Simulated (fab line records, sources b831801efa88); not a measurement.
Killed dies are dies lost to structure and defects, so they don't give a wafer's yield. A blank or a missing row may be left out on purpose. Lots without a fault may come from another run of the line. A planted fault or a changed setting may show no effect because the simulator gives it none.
Chamber matching | flow gf180mcu | GF_STI_CMP_25 on cmp-02: 4 sister chambers
The step polishes, stops on Si3N4, t overpolish 33 s, target thk 524.6 nm. 14 wafers are shown with their chamber, then 7 later ones without.

WAFERS WITH THEIR CHAMBER
wafer  | chamber | motor_current_A (A) | overpolish_run_s (s) | time_to_endpoint_s (s)
L648.1 | 0       | 10.2                | 32.984               | 123
L648.4 | 2       | 13.4                | 33.005               | 123
L648.5 | 0       | 10.2                | 33.001               | 126
L652.2 | 1       | 13.1                | 33.002               | 122
L652.4 | 0       | 10.7                | 32.995               | 122
L652.6 | 0       | 10.2                | 33.010               | 124
L654.1 | 3       | 13.2                | 32.987               | 124
L654.2 | 2       | 13.0                | 33.000               | 123
L654.4 | 1       | 13.1                | 32.996               | 127
L662.1 | 3       | 11.8                | 33.000               | 129
L662.2 | 1       | 13.3                | 33.000               | 132
L662.6 | 0       | 10.2                | 32.987               | 129
L663.1 | 0       | 10.7                | 33.007               | 136
L663.5 | 3       | 12.0                | 32.988               | 131

SIGNATURES (means of the wafers above)
reading            | chamber 0 | chamber 1 | chamber 2 | chamber 3 | scatter within a chamber
motor_current_A    | 10.367    | 13.167    | 13.200    | 12.333    | 0.398
overpolish_run_s   | 32.99733  | 32.99933  | 33.00250  | 32.99167  | 0.00833
time_to_endpoint_s | 126.67    | 127.00    | 123.00    | 128.00    | 4.6
Rule: a wafer's distance from a chamber is the root of the sum, over the readings, of the square of ((its reading less the chamber's mean) divided by the reading's scatter). The wafer belongs to the nearest chamber; if the next one is less than 2 further off, it can't be placed. The scatter: the root of (the sum of the squares of (reading less its chamber's mean) over the shown wafers, divided by (wafers less chambers)).

WAFERS WITHOUT THEIR CHAMBER
wafer  | motor_current_A (A) | overpolish_run_s (s) | time_to_endpoint_s (s)
L663.6 | 12.5                | 33.004               | 131
L664.1 | 13.5                | 32.994               | 128
L664.3 | 12.0                | 32.998               | 129
L664.6 | 12.9                | 32.992               | 132
L665.3 | 13.3                | 33.012               | 132
L665.5 | 11.7                | 33.006               | 128
L665.6 | 10.3                | 33.011               | 127

WHICH CHAMBER EACH WENT THROUGH
wafer  | from the rows above               | in truth
L663.6 | can't be placed: 3 or 1 or 2      | 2
L664.1 | can't be placed: 1 or 2 or 3      | 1
L664.3 | can't be placed: 3 or 1           | 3
L664.6 | can't be placed: 1 or 3 or 2      | 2
L665.3 | can't be placed: 1 or 2 or 3      | 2
L665.5 | can't be placed: 3 or 0 or 1 or 2 | 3
L665.6 | 0                                 | 0
Placed correctly: 1 of 7. Can't be placed from these rows: 6 (the true chamber is among the candidates in 6). Placed wrongly: 0.
